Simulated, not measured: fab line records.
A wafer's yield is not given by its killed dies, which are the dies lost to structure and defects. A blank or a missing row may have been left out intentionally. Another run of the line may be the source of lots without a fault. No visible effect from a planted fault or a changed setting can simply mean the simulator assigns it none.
fab line records | flow gf180mcu
record lots=15 wafers=44 last-day=34
route steps=602 shown POLY_GATE@174 SAB@270 M1@317
lots with no fault: from the same line, run without faults
start-h: start of the lot's first displayed wafer, in hours after the record's first day | wait-h: how many hours have passed since the lot's step before this one | " repeats the value in the row above | L1.1+2: a row that stands for several wafers | - either no value or no given start | * or withheld: withheld | < > ~ a bound
route shown NAME@n: names a module that has steps shown in the file, with the first one's number in the route | usual: mean/standard deviation taken from wafers without a fault | same: alike in all rows | chamber/n: place in a boat | sites: each site's reading | _std_site: standard deviation across them | _edge_site: inner sites' mean taken away from outer sites' mean | radius-mm: how far each site lies from the wafer's centre | mask NAME#n: copy n | behind: the tool/chamber that last shaped the wafer | hold: cause of the lot's hold/its duration in hours/its outcome | device: whichever transistor did not switch (one of n, p or np) | end of line: the same wafers' tests at the end of the route | step lacking rows: just its recipe | killed: at the first sort, the dies lost to defects and structure; wafer yield is something else | map: a wafer's dies, x killed, . not, _ none there
set.NAME: setting as actually run; set.NAME@STEP: the setting as run at that earlier step | model.NAME: the simulator's own value behind a step, which no gauge read
a sample of lots followed through the steps of the route, with each step as a table and each wafer as a row
services: a tool's chamber out of use, with start hour (start-h, from the record's first day; less than 0 if before it), hours out, and reason
## steps
# step GF_POLY_GATE_THK_MEAS_17
# recipe reads=SiO2_of_POLY_GATE_OXIDATION_16
# usual POLY_GATE_OXIDATION_THK=4.02/0.094
# columns lot.wafer tool chamber start-h wait-h POLY_GATE_OXIDATION_THK[nm]
L907.1 film-metro-01 - 205.49 0.0 4.09
L907.3 " - " " 4.01
L907.6 " - " " 4.06
L908.1 film-metro-03 - 214.26 0.0 4.00
L908.2 " - " " 4.09
L908.5 " - " " 4.01
L910.1 film-metro-04 - 230.64 0.0 4.06
L910.4 " - " " 4.05
L910.5 " - " " 3.99
L911.1 film-metro-01 - 236.23 0.0 4.17
L911.5 " - " " 4.10
L911.6 " - " " 4.10
L914.1 film-metro-01 - 255.60 0.0 4.21
L914.2 " - " " 4.28
L920.3 film-metro-01 - 299.74 0.0 4.02
L920.5 " - " " 4.08
L920.6 " - " " 4.07
L921.2 film-metro-03 - 307.33 0.0 3.93
L921.5 " - " " 3.95
L921.6 " - " " 3.88
L922.1 film-metro-04 - 311.31 0.0 4.20
L922.2 " - " " 4.17
L922.5 " - " " 4.08
L923.1 film-metro-01 - 322.06 0.0 3.98
L923.2 " - " " 4.05
L923.5 " - " " 3.92
L924.1 film-metro-04 - 327.76 0.0 4.04
L924.2 " - " " 4.10
L924.4 " - " " 4.02
L925.1 film-metro-01 - 335.40 0.0 3.92
L925.2 " - " " 3.95
L925.5 " - " " 4.09
L926.1 film-metro-04 - 340.00 0.0 3.96
L926.3 " - " " 3.99
L926.4 " - " " 3.99
L927.3 film-metro-01 - 345.24 0.0 4.00
L927.4 " - " " 3.95
L927.5 " - " " 3.96
L928.3 film-metro-04 - 354.13 0.0 3.80
L928.5 " - " " 3.83
L928.6 " - " " 3.82
L929.2 film-metro-04 - 364.44 0.0 3.98
L929.4 " - " " 3.87
L929.5 " - " " 4.03
# step GF_POLY_GATE_CD_MEAS_18
# usual cd-nm=279.9/2.5
# columns lot.wafer tool chamber start-h wait-h cd-nm
L907.1 cd-sem-02 - 205.55 0.1 280.8
L907.3 " - " " 281.0
L907.6 " - " " 281.0
L908.1 cd-sem-01 - 214.32 0.1 279.6
L908.2 " - " " 279.7
L908.5 " - " " 275.9
L910.1 cd-sem-01 - 230.70 0.1 278.9
L910.4 " - " " 280.0
L910.5 " - " " 280.8
L911.1 cd-sem-02 - 236.29 0.1 281.8
L911.5 " - " " 283.1
L911.6 " - " " 282.5
L914.1 cd-sem-01 - 255.66 0.1 280.0
L914.2 " - " " 274.5
L920.3 cd-sem-01 - 299.83 0.1 277.4
L920.5 " - " " 278.1
L920.6 " - " " 278.8
L921.2 cd-sem-01 - 307.41 0.1 281.0
L921.5 " - " " 282.6
L921.6 " - " " 274.5
L922.1 cd-sem-02 - 311.37 0.1 282.5
L922.2 " - " " 283.5
L922.5 " - " " 282.4
L923.1 cd-sem-02 - 322.12 0.1 282.8
L923.2 " - " " 276.9
L923.5 " - " " 277.2
L924.1 cd-sem-01 - 327.82 0.1 280.0
L924.2 " - " " 278.9
L924.4 " - " " 280.4
L925.1 cd-sem-02 - 335.46 0.1 279.4
L925.2 " - " " 277.0
L925.5 " - " " 281.5
L926.1 cd-sem-01 - 340.06 0.1 276.2
L926.3 " - " " 277.1
L926.4 " - " " 282.2
L927.3 cd-sem-02 - 345.33 0.1 276.9
L927.4 " - " " 279.8
L927.5 " - " " 277.7
L928.3 cd-sem-02 - 354.23 0.1 275.8
L928.5 " - " " 278.3
L928.6 " - " " 274.8
L929.2 cd-sem-02 - 364.52 0.1 284.6
L929.4 " - " " 274.3
L929.5 " - " " 279.5
# step GF_SAB_EXPOSE_06
# recipe mask-id=SAB target-cd-nm=420 na=0.6 source-shape=conventional sigma-outer=0.6 dose-mj=140
# usual reticle-temp-C=23.01/0.082
# columns lot.wafer tool chamber start-h wait-h mask reticle-temp-C
L907.1 iline-stepper-01 0 336.90 - SAB#0 22.91
L907.3 " 0 " " SAB#0 22.98
L907.6 " 0 " " SAB#0 23.05
L908.1 iline-stepper-02 0 347.28 - SAB#0 23.01
L908.2 " 0 " " SAB#0 22.86
L908.5 " 0 " " SAB#0 22.95
L910.1 iline-stepper-01 0 363.95 - SAB#0 22.98
L910.4 " 0 " " SAB#0 23.01
L910.5 " 0 " " SAB#0 23.04
L911.1 iline-stepper-01 0 371.80 - SAB#0 22.92
L911.5 " 0 " " SAB#0 22.86
L911.6 " 0 " " SAB#0 23.01
L914.1 iline-stepper-01 0 397.23 - SAB#0 23.00
L914.2 " 0 " " SAB#0 23.10
L920.3 iline-stepper-01 0 449.98 - SAB#0 22.98
L920.5 " 0 " " SAB#0 23.01
L920.6 " 0 " " SAB#0 22.95
L921.2 iline-stepper-01 0 459.37 - SAB#0 22.97
L921.5 " 0 " " SAB#0 22.93
L921.6 " 0 " " SAB#0 23.08
L922.1 iline-stepper-02 0 462.88 - SAB#0 22.96
L922.2 " 0 " " SAB#0 23.04
L922.5 " 0 " " SAB#0 23.11
L923.1 iline-stepper-02 0 479.00 - SAB#0 22.87
L923.2 " 0 " " SAB#0 23.01
L923.5 " 0 " " SAB#0 22.97
L924.1 iline-stepper-02 0 482.95 - SAB#0 23.08
L924.2 " 0 " " SAB#0 22.94
L924.4 " 0 " " SAB#0 22.99
L925.1 iline-stepper-02 0 491.90 - SAB#0 22.99
L925.2 " 0 " " SAB#0 23.02
L925.5 " 0 " " SAB#0 22.99
L926.1 iline-stepper-01 0 494.58 - SAB#0 22.95
L926.3 " 0 " " SAB#0 23.05
L926.4 " 0 " " SAB#0 22.85
L927.3 iline-stepper-01 0 503.54 - SAB#0 23.01
L927.4 " 0 " " SAB#0 23.05
L927.5 " 0 " " SAB#0 23.03
L928.3 iline-stepper-02 0 511.81 - SAB#0 22.99
L928.5 " 0 " " SAB#0 23.00
L928.6 " 0 " " SAB#0 23.00
L929.2 iline-stepper-01 0 522.69 - SAB#0 23.02
L929.4 " 0 " " SAB#0 23.01
L929.5 " 0 " " SAB#0 22.97
# step GF_SAB_CD_MEAS_09
# recipe target-cd-nm=420
# usual cd-nm=419.9/2.1
# columns lot.wafer tool chamber start-h wait-h cd-nm
L907.1 cd-sem-01 - 347.16 0.1 419.2
L907.3 " - " " 418.6
L907.6 " - " " 420.2
L908.1 cd-sem-01 - 358.16 0.1 418.9
L908.2 " - " " 422.4
L908.5 " - " " 420.1
L910.1 cd-sem-01 - 374.65 0.1 355.1
L910.4 " - " " 419.6
L910.5 " - " " 418.6
L911.1 cd-sem-02 - 382.50 0.1 362.4
L911.5 " - " " 420.2
L911.6 " - " " 423.0
L914.1 cd-sem-02 - 408.55 0.1 354.1
L914.2 " - " " 351.7
L920.3 cd-sem-01 - 461.78 0.1 420.1
L920.5 " - " " 420.0
L920.6 " - " " 418.8
L921.2 cd-sem-02 - 471.07 0.1 423.5
L921.5 " - " " 421.1
L921.6 " - " " 421.1
L922.1 cd-sem-01 - 474.70 0.1 420.3
L922.2 " - " " 421.3
L922.5 " - " " 422.8
L923.1 cd-sem-01 - 490.30 0.1 417.4
L923.2 " - " " 418.2
L923.5 " - " " 418.8
L924.1 cd-sem-01 - 494.50 0.1 419.1
L924.2 " - " " 418.4
L924.4 " - " " 419.7
L925.1 cd-sem-02 - 502.90 0.1 422.8
L925.2 " - " " 419.9
L925.5 " - " " 421.2
L926.1 cd-sem-01 - 506.15 0.1 416.5
L926.3 " - " " 417.3
L926.4 " - " " 416.6
L927.3 cd-sem-01 - 515.08 0.3 421.2
L927.4 " - " " 422.4
L927.5 " - " " 421.4
L928.3 cd-sem-01 - 523.39 0.1 420.6
L928.5 " - " " 424.0
L928.6 " - " " 423.3
L929.2 cd-sem-01 - 533.77 0.1 421.0
L929.4 " - " " 422.3
L929.5 " - " " 419.7
# step GF_M1_SPUTTER_02
# recipe material=AlCu target-thk-nm=450 power-w=10600 time-s=23.9 chamber-pressure-pa=0.4
# usual throttle-valve-pct=30.3/1.1
# columns lot.wafer tool chamber start-h wait-h throttle-valve-pct
L907.1 pvd-sputter-04 - 373.14 0.0 30.4
L907.3 " - " " 30.3
L907.6 " - " " 32.1
L908.1 pvd-sputter-01 - 383.64 0.0 30.2
L908.2 " - " " 30.7
L908.5 " - " " 30.5
L910.1 pvd-sputter-02 - 400.03 0.0 29.0
L910.4 " - " " 29.8
L910.5 " - " " 31.3
L911.1 pvd-sputter-04 - 408.43 0.0 30.5
L911.5 " - " " 32.0
L911.6 " - " " 30.6
L914.1 pvd-sputter-04 - 436.12 0.0 31.8
L914.2 " - " " 30.3
L920.3 pvd-sputter-01 - 488.73 0.0 29.6
L920.5 " - " " 27.9
L920.6 " - " " 30.0
L921.2 pvd-sputter-01 - 498.98 0.0 27.7
L921.5 " - " " 29.6
L921.6 " - " " 27.6
L922.1 pvd-sputter-04 - 501.43 0.0 30.3
L922.2 " - " " 31.6
L922.5 " - " " 30.5
L923.1 pvd-sputter-02 - 516.62 0.0 31.0
L923.2 " - " " 30.4
L923.5 " - " " 31.0
L924.1 pvd-sputter-02 - 520.03 0.0 31.4
L924.2 " - " " 30.1
L924.4 " - " " 31.1
L925.1 pvd-sputter-02 - 528.68 0.0 31.4
L925.2 " - " " 29.2
L925.5 " - " " 31.2
L926.1 pvd-sputter-04 - 531.25 0.0 30.1
L926.3 " - " " 30.5
L926.4 " - " " 32.0
L927.3 pvd-sputter-02 - 540.42 0.0 28.9
L927.4 " - " " 31.1
L927.5 " - " " 31.3
L928.3 pvd-sputter-04 - 548.90 0.0 30.1
L928.5 " - " " 29.9
L928.6 " - " " 32.0
L929.2 pvd-sputter-02 - 559.38 0.0 28.7
L929.4 " - " " 30.3
L929.5 " - " " 30.2
## services
# columns tool chamber start-h hours kind
iline-stepper-01 - 322.60 5.5 repair
iline-stepper-02 - 371.44 5.4 repair
pvd-sputter-04 2 379.79 - consumable-replace:kit
pvd-sputter-04 2 379.79 18.0 scheduled-down
pvd-sputter-04 2 379.79 18.0 vent-cycle
pvd-sputter-01 - 390.17 3.4 repair
iline-stepper-02 - 398.12 1.7 repair
pvd-sputter-01 3 411.19 - consumable-replace:kit
pvd-sputter-01 3 411.19 18.0 scheduled-down
pvd-sputter-01 3 411.19 18.0 vent-cycle
iline-stepper-01 0 422.45 - calibration
iline-stepper-02 - 423.44 1.7 pm
pvd-sputter-01 - 432.73 6.8 repair
pvd-sputter-02 - 437.63 2.9 repair
iline-stepper-01 - 462.61 3.4 repair
pvd-sputter-04 - 470.16 5.5 repair
iline-stepper-02 0 470.22 - calibration
pvd-sputter-02 2 493.03 - consumable-replace:kit
pvd-sputter-02 2 493.03 18.0 scheduled-down
pvd-sputter-02 2 493.03 18.0 vent-cycle
iline-stepper-01 - 526.45 1.7 pm
pvd-sputter-01 - 529.28 2.3 repair
iline-stepper-02 - 551.79 3.0 repair
## key
first-sign step=GF_SAB_CD_MEAS_09 reading=cd-nm direction=down sigmas=30 usual=419.9 struck=355.8
effect none on later readings
met-at GF_SAB_EXPOSE_06
struck-lots L910,L911,L914
struck-wafers L910.1,L911.1,L914.1,L914.2
sort-left-out L910.1,L911.1,L914.1,L914.2
tester-left-out L910,L911,L914
not-acting-at GF_POLY_GATE_THK_MEAS_17,GF_POLY_GATE_CD_MEAS_18,GF_M1_SPUTTER_02
onset-between 336.90 363.95
fault kind=process-parameter-drift tool=iline-stepper-01 chamber=- onset-h=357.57 steps=GF_SAB_EXPOSE_06 channel=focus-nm offset=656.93 shape=step end-h=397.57 scope=struck-wafers-only
# tester-left-out: of these lots the tester's yield and bins aren't shown, on N5 and GAA mostly nor the transistor test; their killed dies are dies lost to structure and defects alone, not to doping, threshold or leakage, so they don't give the yield
# sort-left-out: the simulated sort isn't trusted on such a fault, so these wafers' sort isn't shown, and their yield isn't known
